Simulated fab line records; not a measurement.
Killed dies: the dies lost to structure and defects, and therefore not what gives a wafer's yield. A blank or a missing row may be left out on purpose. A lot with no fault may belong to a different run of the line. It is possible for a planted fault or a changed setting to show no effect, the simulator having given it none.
fab line records | flow sky130
record lots=13 | wafers=39 | last-day=50
route steps=708 shown POLY_GATE@226 SD_N@356 LI_CONTACT@381 METAL1@449 PAD_OPEN@708
lots that met no fault: from a run of the same line without faults
start-h: hours from the record's first day to the start of the lot's first wafer shown | wait-h: time in hours since the lot's previous step | " identical to the entry in the row above | L1.1+2: several wafers, shown together as one row | - no value, or no start was given | * or withheld: withheld | < > ~ a bound
route shown NAME@n: a module of which the file shows steps, and the number in the route of the first | usual: the fault-free wafers' mean and standard deviation | same: alike in all rows | chamber/n: place in a boat | sites: per-site readings | _std_site: standard deviation of those values | _edge_site: mean of outer sites minus mean of inner sites | radius-mm: how far each site lies from the wafer's centre | mask NAME#n: copy n | behind: tool/chamber where the wafer was last shaped | hold: why the lot was held/for how many hours/how that ended | device: names the non-switching transistor (n, p or np) | end of line: tests run on the same wafers once the route is complete | a step given without rows: its recipe and nothing more | killed: not the wafer's yield, but the dies lost to structure and defects at the first sort | map: per-die view of a wafer (x killed, . not killed, _ where there is no die)
set.NAME: the run value of the setting; set.NAME@STEP: its run value at that earlier step | model.NAME: the simulator's own value behind a step, which no gauge read
a sample of lots followed through the steps of the route, with each step as a table and each wafer as a row
services: when a tool's chamber went out of use (start-h, in hours from the record's first day, below 0 if earlier), for how many hours, and the reason
## steps
# step SKY_POLY_GATE_DEVELOP_12
# recipe develop-time-s=60 | resist=KrF-thick | dev-temp-c=21
# usual developer-temp-C=20.99/0.11
lot.wafer | tool           | chamber | start-h | wait-h | developer-temp-C
L795.2    | litho-track-01 | 0       | 361     | -      | 21.05
L795.3    | "              | 0       | "       | "      | 20.79
L795.4    | "              | 0       | "       | "      | 21.03
L796.3    | litho-track-02 | 0       | 380     | -      | 20.99
L796.5    | "              | 0       | "       | "      | 20.97
L796.6    | "              | 0       | "       | "      | 21.07
L799.2    | litho-track-01 | 0       | 400     | -      | 20.89
L799.4    | "              | 0       | "       | "      | 20.90
L799.5    | "              | 0       | "       | "      | 20.95
L801.1    | litho-track-02 | 0       | 420     | -      | 20.88
L801.3    | "              | 0       | "       | "      | 21.12
L801.5    | "              | 0       | "       | "      | 20.92
L800.1    | litho-track-04 | 0       | 425     | -      | 20.95
L800.3    | "              | 0       | "       | "      | 20.98
L800.4    | "              | 0       | "       | "      | 20.98
L802.1    | litho-track-04 | 0       | 437     | -      | 20.72
L802.2    | "              | 0       | "       | "      | 20.95
L802.4    | "              | 0       | "       | "      | 20.75
L805.3    | litho-track-04 | 0       | 460     | -      | 20.88
L805.4    | "              | 0       | "       | "      | 21.11
L805.5    | "              | 0       | "       | "      | 20.94
L806.2    | litho-track-02 | 0       | 469     | -      | 20.88
L806.3    | "              | 0       | "       | "      | 20.88
L806.4    | "              | 0       | "       | "      | 20.88
L807.4    | litho-track-02 | 0       | 479     | -      | 20.95
L807.5    | "              | 0       | "       | "      | 20.95
L807.6    | "              | 0       | "       | "      | 21.07
L808.1    | litho-track-04 | 0       | 485     | -      | 21.03
L808.4    | "              | 0       | 486     | -      | 21.01
L808.6    | "              | 0       | "       | "      | 20.98
L809.1    | litho-track-02 | 0       | 496     | -      | 20.96
L809.3    | "              | 0       | "       | "      | 21.16
L809.4    | "              | 0       | "       | "      | 20.91
L815.2    | litho-track-02 | 0       | 552     | -      | 18.95
L815.3    | "              | 0       | "       | "      | 19.04
L815.6    | "              | 0       | "       | "      | 18.95
L817.1    | litho-track-02 | 0       | 559     | -      | 19.17
L817.3    | "              | 0       | "       | "      | 19.08
L817.4    | "              | 0       | "       | "      | 19.10
# step SKY_SD_N_RTA_14
# recipe temp-c=1075 | time-s=2 | idle-temp-c=650 | ramp-up-c-per-s=150 | ramp-down-c-per-s=90 | ambient=N2
# usual chamber-o2-ppm=2.000/0.019 | lamp-power-pct=15.73/0.055 | wafer_temp_C_max=1078.1/1.3
lot.wafer | tool          | chamber | start-h | wait-h | chamber-o2-ppm | lamp-power-pct | wafer_temp_C_max
L795.2    | rtp-anneal-01 | 0       | 639.39  | 0.0    | 1.999          | 15.83          | 1079.4
L795.3    | "             | 0       | "       | "      | 2.012          | 15.68          | 1077.4
L795.4    | "             | 0       | "       | "      | 1.995          | 15.70          | 1079.7
L796.3    | rtp-anneal-02 | 0       | 655.25  | 0.0    | 2.024          | 15.70          | 1079.0
L796.5    | "             | 0       | "       | "      | 1.992          | 15.70          | 1078.0
L796.6    | "             | 0       | "       | "      | 1.996          | 15.73          | 1079.4
L799.2    | rtp-anneal-01 | 0       | 679.14  | 0.0    | 1.997          | 15.78          | 1077.5
L799.4    | "             | 0       | "       | "      | 1.979          | 15.72          | 1076.9
L799.5    | "             | 0       | "       | "      | 1.971          | 15.72          | 1077.2
L801.1    | rtp-anneal-02 | 0       | 695.43  | 0.0    | 1.995          | 15.79          | 1079.6
L801.3    | "             | 0       | "       | "      | 2.026          | 15.78          | 1079.3
L801.5    | "             | 0       | "       | "      | 2.012          | 15.70          | 1078.2
L800.1    | rtp-anneal-01 | 0       | 703.08  | 0.0    | 2.010          | 15.74          | 1078.4
L800.3    | "             | 0       | "       | "      | 1.982          | 15.76          | 1078.6
L800.4    | "             | 0       | "       | "      | 1.999          | 15.66          | 1079.2
L802.1    | rtp-anneal-02 | 0       | 710.53  | 0.0    | 1.980          | 15.77          | 1075.3
L802.2    | "             | 0       | "       | "      | 1.992          | 15.75          | 1075.1
L802.4    | "             | 0       | "       | "      | 1.981          | 15.79          | 1077.8
L805.3    | rtp-anneal-01 | 0       | 732.95  | 0.0    | 1.996          | 15.74          | 1075.6
L805.4    | "             | 0       | "       | "      | 2.009          | 15.71          | 1076.2
L805.5    | "             | 0       | "       | "      | 2.009          | 15.70          | 1077.2
L806.2    | rtp-anneal-02 | 0       | 737.09  | 0.0    | 2.033          | 15.71          | 1079.3
L806.3    | "             | 0       | "       | "      | 1.986          | 15.61          | 1077.6
L806.4    | "             | 0       | "       | "      | 2.004          | 15.74          | 1078.7
L807.4    | rtp-anneal-01 | 0       | 747.65  | 0.0    | 2.011          | 15.78          | 1078.1
L807.5    | "             | 0       | "       | "      | 1.994          | 15.65          | 1078.4
L807.6    | "             | 0       | "       | "      | 1.994          | 15.74          | 1077.1
L808.1    | rtp-anneal-02 | 0       | 753.67  | 0.0    | 2.015          | 15.70          | 1079.0
L808.4    | "             | 0       | "       | "      | 2.018          | 15.69          | 1076.6
L808.6    | "             | 0       | "       | "      | 2.032          | 15.74          | 1077.6
L809.1    | rtp-anneal-01 | 0       | 764.48  | 0.0    | 2.008          | 15.74          | 1079.2
L809.3    | "             | 0       | "       | "      | 2.007          | 15.77          | 1077.7
L809.4    | "             | 0       | "       | "      | 2.008          | 15.71          | 1076.7
L815.2    | rtp-anneal-01 | 0       | 813.38  | 0.0    | 2.003          | 15.75          | 1076.7
L815.3    | "             | 0       | "       | "      | 2.002          | 15.74          | 1080.7
L815.6    | "             | 0       | "       | "      | 2.013          | 15.68          | 1079.1
L817.1    | rtp-anneal-01 | 0       | 819.28  | 0.0    | 1.993          | 15.69          | 1079.7
L817.3    | "             | 0       | "       | "      | 1.951          | 15.71          | 1078.9
L817.4    | "             | 0       | "       | "      | 1.989          | 15.67          | 1079.3
# step SKY_LI_CONTACT_SPUTTER_19
# recipe material=Ti | target-thk-nm=20 | chamber-pressure-pa=4.885 | power-w=2500 | substrate-temp-c=200 | time-s=106.37
# usual cathode-dc-power-W=2500.0/0.49 | chamber-pressure-pa=4.885/0.0087 | throttle-valve-pct=30.3/0.69
lot.wafer | tool           | chamber | start-h | wait-h | cathode-dc-power-W | chamber-pressure-pa | throttle-valve-pct
L795.2    | pvd-sputter-03 | -       | 669.27  | 0.0    | 2500.0             | 4.884               | 30.3
L795.3    | "              | -       | "       | "      | 2499.6             | 4.880               | 30.3
L795.4    | "              | -       | "       | "      | 2500.1             | 4.883               | 29.9
L796.3    | pvd-sputter-02 | -       | 684.64  | 0.0    | 2499.6             | 4.889               | 29.0
L796.5    | "              | -       | "       | "      | 2499.9             | 4.890               | 28.9
L796.6    | "              | -       | "       | "      | 2499.7             | 4.883               | 30.0
L799.2    | pvd-sputter-03 | -       | 709.20  | 0.0    | 2500.8             | 4.897               | 30.0
L799.4    | "              | -       | "       | "      | 2499.7             | 4.892               | 31.1
L799.5    | "              | -       | "       | "      | 2499.7             | 4.888               | 31.4
L801.1    | pvd-sputter-03 | -       | 725.39  | 0.0    | 2499.7             | 4.893               | 30.4
L801.3    | "              | -       | "       | "      | 2499.7             | 4.896               | 30.4
L801.5    | "              | -       | "       | "      | 2500.5             | 4.886               | 31.4
L800.1    | pvd-sputter-02 | -       | 735.94  | 0.0    | 2499.6             | 4.891               | 30.3
L800.3    | "              | -       | "       | "      | 2499.7             | 4.887               | 30.4
L800.4    | "              | -       | "       | "      | 2499.7             | 4.875               | 28.6
L802.1    | pvd-sputter-04 | -       | 740.34  | 0.0    | 2500.2             | 4.891               | 29.9
L802.2    | "              | -       | "       | "      | 2500.3             | 4.902               | 30.2
L802.4    | "              | -       | "       | "      | 2500.3             | 4.892               | 30.5
L805.3    | pvd-sputter-04 | -       | 761.44  | 0.0    | 2499.5             | 4.882               | 30.6
L805.4    | "              | -       | "       | "      | 2500.7             | 4.885               | 29.9
L805.5    | "              | -       | "       | "      | 2500.6             | 4.868               | 29.9
L806.2    | pvd-sputter-04 | -       | 765.62  | 0.0    | 2500.9             | 4.876               | 30.0
L806.3    | "              | -       | "       | "      | 2499.9             | 4.881               | 31.3
L806.4    | "              | -       | "       | "      | 2500.1             | 4.893               | 30.4
L807.4    | pvd-sputter-04 | -       | 775.69  | 0.0    | 2498.7             | 4.902               | 30.4
L807.5    | "              | -       | "       | "      | 2500.2             | 4.887               | 29.7
L807.6    | "              | -       | "       | "      | 2500.0             | 4.892               | 31.2
L808.1    | pvd-sputter-04 | -       | 781.54  | 0.0    | 2500.0             | 4.905               | 30.7
L808.4    | "              | -       | "       | "      | 2500.3             | 4.881               | 30.3
L808.6    | "              | -       | "       | "      | 2500.1             | 4.900               | 29.8
L809.1    | pvd-sputter-02 | -       | 792.65  | 0.0    | 2499.8             | 4.875               | 30.4
L809.3    | "              | -       | "       | "      | 2499.2             | 4.886               | 28.6
L809.4    | "              | -       | "       | "      | 2500.5             | 4.888               | 30.1
L815.2    | pvd-sputter-03 | -       | 841.49  | 0.0    | 2500.4             | 4.888               | 30.2
L815.3    | "              | -       | "       | "      | 2500.2             | 4.887               | 29.8
L815.6    | "              | -       | "       | "      | 2500.0             | 4.897               | 30.0
L817.1    | pvd-sputter-03 | -       | 847.27  | 0.0    | 2499.5             | 4.881               | 31.5
L817.3    | "              | -       | "       | "      | 2499.7             | 4.879               | 29.9
L817.4    | "              | -       | "       | "      | 2501.1             | 4.888               | 29.9
# step SKY_METAL1_CD_MEAS_15
# recipe target-cd-nm=140
# usual cd-nm=140.3/1.6
lot.wafer | tool      | chamber | start-h | wait-h | cd-nm
L795.2    | cd-sem-01 | -       | 756.73  | -      | 137.4
L795.3    | "         | -       | "       | "      | 137.1
L795.4    | "         | -       | "       | "      | 138.3
L796.3    | cd-sem-02 | -       | 771.25  | -      | 141.1
L796.5    | "         | -       | "       | "      | 141.0
L796.6    | "         | -       | "       | "      | 141.9
L799.2    | cd-sem-02 | -       | 795.03  | -      | 141.4
L799.4    | "         | -       | "       | "      | 141.0
L799.5    | "         | -       | "       | "      | 141.2
L801.1    | cd-sem-01 | -       | 809.41  | -      | 137.2
L801.3    | "         | -       | "       | "      | 138.7
L801.5    | "         | -       | "       | "      | 137.6
L800.1    | cd-sem-01 | -       | 819.71  | -      | 140.4
L800.3    | "         | -       | "       | "      | 143.2
L800.4    | "         | -       | "       | "      | 142.3
L802.1    | cd-sem-01 | -       | 824.86  | -      | 140.0
L802.2    | "         | -       | "       | "      | 142.2
L802.4    | "         | -       | "       | "      | 142.1
L805.3    | cd-sem-01 | -       | 845.25  | -      | 139.6
L805.4    | "         | -       | "       | "      | 139.2
L805.5    | "         | -       | "       | "      | 140.0
L806.2    | cd-sem-01 | -       | 850.36  | -      | 140.6
L806.3    | "         | -       | "       | "      | 141.4
L806.4    | "         | -       | "       | "      | 141.2
L807.4    | cd-sem-02 | -       | 858.12  | -      | 140.3
L807.5    | "         | -       | "       | "      | 140.4
L807.6    | "         | -       | "       | "      | 140.8
L808.1    | cd-sem-02 | -       | 863.11  | -      | 141.1
L808.4    | "         | -       | "       | "      | 141.3
L808.6    | "         | -       | "       | "      | 140.6
L809.1    | cd-sem-02 | -       | 874.66  | -      | 140.5
L809.3    | "         | -       | "       | "      | 140.4
L809.4    | "         | -       | "       | "      | 140.2
L815.2    | cd-sem-02 | -       | 922.93  | -      | 140.6
L815.3    | "         | -       | "       | "      | 139.9
L815.6    | "         | -       | "       | "      | 139.6
L817.1    | cd-sem-02 | -       | 927.56  | -      | 143.7
L817.3    | "         | -       | "       | "      | 143.2
L817.4    | "         | -       | "       | "      | 142.9
# step SKY_PAD_OPEN_PROBE_99
# usual killed_at_M0_to_M3=42/7.6 | killed_at_M4_up=3.4/2 | killed-at-contacts=24/5.9 | killed-at-front-end=16/4.5 | killed-at-other=0.4/0.58 | killed-dies=86/10 | killed-open=47/7.6 | killed-short=39/6.7
# same gross-dies=492 | killed-at-back-side=0
lot.wafer | tool      | chamber | start-h | wait-h | killed_at_M0_to_M3 | killed_at_M4_up | killed-at-contacts | killed-at-front-end | killed-at-other | killed-dies | killed-open | killed-short
L806.2    | prober-02 | -       | 1142.90 | 0.2    | 40                 | 6               | 18                 | 9                   | 0               | 73          | 37          | 36
L806.3    | prober-02 | -       | 1142.95 | 0.3    | 31                 | 3               | 27                 | 13                  | 0               | 74          | 44          | 30
L806.4    | prober-02 | -       | 1143.00 | 0.3    | 34                 | 4               | 27                 | 12                  | 0               | 77          | 45          | 32
L815.2    | prober-02 | -       | 1193.28 | 0.1    | 40                 | 7               | 33                 | 15                  | 1               | 96          | 62          | 34
L817.3    | prober-02 | -       | 1195.73 | 0.2    | 40                 | 4               | 26                 | 15                  | 1               | 86          | 48          | 38
L817.4    | prober-02 | -       | 1195.78 | 0.2    | 40                 | 1               | 15                 | 20                  | 0               | 76          | 48          | 27
# killed by level:class
L806.2 CONTACT:geometric-particle:open=9 VIA1:geometric-particle:open=7 VIA2:geometric-particle:open=7 VIA3:geometric-particle:open=6 VIA1:geometric-particle:short=4 METAL2:geometric-particle:short=4 METAL4:geometric-particle:short=4 METAL3:geometric-particle:short=4
L806.3 LI_CONTACT:geometric-particle:open=11 VIA1:geometric-particle:open=10 CONTACT:geometric-particle:open=7 POLY_GATE:geometric-particle:open=5 VIA3:geometric-particle:open=4 CONTACT:geometric-particle:short=4 VIA2:geometric-particle:open=4 METAL3:geometric-particle:short=4
L806.4 LI_CONTACT:geometric-particle:open=12 VIA1:geometric-particle:open=8 METAL2:geometric-particle:short=7 CONTACT:geometric-particle:open=5 VIA2:geometric-particle:open=5 FIELD_ISO:geometric-particle:short=4 LOCAL_INTERCONNECT:geometric-particle:open=4 METAL1:geometric-particle:short=4
L815.2 CONTACT:geometric-particle:open=17 VIA1:geometric-particle:open=10 CONTACT:geometric-particle:short=8 VIA3:geometric-particle:open=7 LI_CONTACT:geometric-particle:open=5 METAL4:geometric-particle:short=5 METAL2:geometric-particle:open=5 FIELD_ISO:geometric-particle:open=4
L817.3 CONTACT:geometric-particle:open=9 METAL1:geometric-particle:short=8 LI_CONTACT:geometric-particle:open=7 VIA1:geometric-particle:open=7 LOCAL_INTERCONNECT:geometric-particle:short=5 METAL2:geometric-particle:short=5 VIA3:geometric-particle:open=5 VIA2:geometric-particle:open=4
L817.4 VIA1:geometric-particle:open=10 VIA3:geometric-particle:open=9 CONTACT:geometric-particle:open=5 POLY_GATE:geometric-particle:open=5 METAL2:geometric-particle:short=5 FIELD_ISO:geometric-particle:short=4 FIELD_ISO:geometric-particle:open=3 LI_CONTACT:geometric-particle:open=3
## services
tool           | chamber | start-h | hours | kind
pvd-sputter-03 | -       | 361.12  | 1.3   | repair
pvd-sputter-03 | -       | 365.84  | 2.0   | repair
litho-track-01 | -       | 409.58  | -     | consumable-replace:filter
pvd-sputter-04 | -       | 410.05  | 2.8   | repair
pvd-sputter-03 | -       | 467.47  | 2.8   | repair
pvd-sputter-03 | -       | 496.86  | 1.1   | repair
rtp-anneal-02  | -       | 553.48  | 5.9   | pm
pvd-sputter-02 | -       | 572.66  | 0.5   | repair
pvd-sputter-02 | -       | 660.15  | 2.2   | repair
pvd-sputter-04 | -       | 677.94  | 1.8   | repair
pvd-sputter-04 | -       | 766.76  | 3.1   | repair
rtp-anneal-02  | -       | 800.65  | 1.0   | pm
pvd-sputter-02 | -       | 840.35  | 2.9   | repair
## key
first-sign step=SKY_POLY_GATE_DEVELOP_12 | reading=developer-temp-C | direction=down | sigmas=17 | usual=* | struck=*
effect none on later readings
met-at SKY_POLY_GATE_DEVELOP_12
struck-lots L815,L817
tester-left-out L815,L817
not-acting-at SKY_SD_N_RTA_14,SKY_LI_CONTACT_SPUTTER_19,SKY_METAL1_CD_MEAS_15
onset-between 496 552
fault kind=process-parameter-drift | tool=litho-track-02 | chamber=- | onset-h=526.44 | steps=SKY_POLY_GATE_DEVELOP_12 | channel=dev-temp-c | offset=* | shape=step | end-h=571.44 | acts-in=* | stated=*
# tester-left-out: of these lots the tester's yield and bins aren't shown, on N5 and GAA mostly nor the transistor test; their killed dies are dies lost to structure and defects alone, not to doping, threshold or leakage, so they don't give the yield
